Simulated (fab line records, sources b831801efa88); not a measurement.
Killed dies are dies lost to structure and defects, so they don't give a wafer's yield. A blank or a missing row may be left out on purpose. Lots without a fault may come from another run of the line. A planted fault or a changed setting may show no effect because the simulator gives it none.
Which tool did it? | flow sky130 | 6 lots, 17 wafers sampled, at 1 step of a route of 708

WHAT THE GAUGES READ, wafer by wafer
SKY_FIELD_ISO_BOW_MEAS_00.
lot  | measured    | on            | INCOMING_BOW (um)
L958 | day 2 06:00 | film_metro-03 | -7 -4 -4
L961 | day 2 21:00 | film_metro-04 | 10 -14 0
L963 | day 3 07:05 | film_metro-03 | -7 2
L971 | day 4 23:00 | film_metro-02 | -11 2 -3
L974 | day 5 14:01 | film_metro-02 | 8 3 -5
L977 | day 6 05:00 | film_metro-02 | -16 2 -1

WHICH TOOL RAN EACH LOT (tool, then ch and the chambers of the sampled wafers, then the start)
The record holds no process step before these readings.

THE ANSWER, worked out from the rows above alone
Rule: what is usual is taken from the lots themselves. Put in order of their means at a reading, lots are off if they are a third of the lots or fewer, leave a main group of 4 or more, and stand apart from it by a gap of 3 or more times the standard deviation of the main group's means; of several such gaps the widest counts. A main group whose means are all the same, to the digits that the tables above print for the reading, isn't used. A lot without any number at a reading at which 4 lots or more have one is off too. The other lots that the step has rows for count as sound.
No lot is off at any reading shown: from this, nothing can be told.

WHAT THE SIMULATOR HAD PUT IN
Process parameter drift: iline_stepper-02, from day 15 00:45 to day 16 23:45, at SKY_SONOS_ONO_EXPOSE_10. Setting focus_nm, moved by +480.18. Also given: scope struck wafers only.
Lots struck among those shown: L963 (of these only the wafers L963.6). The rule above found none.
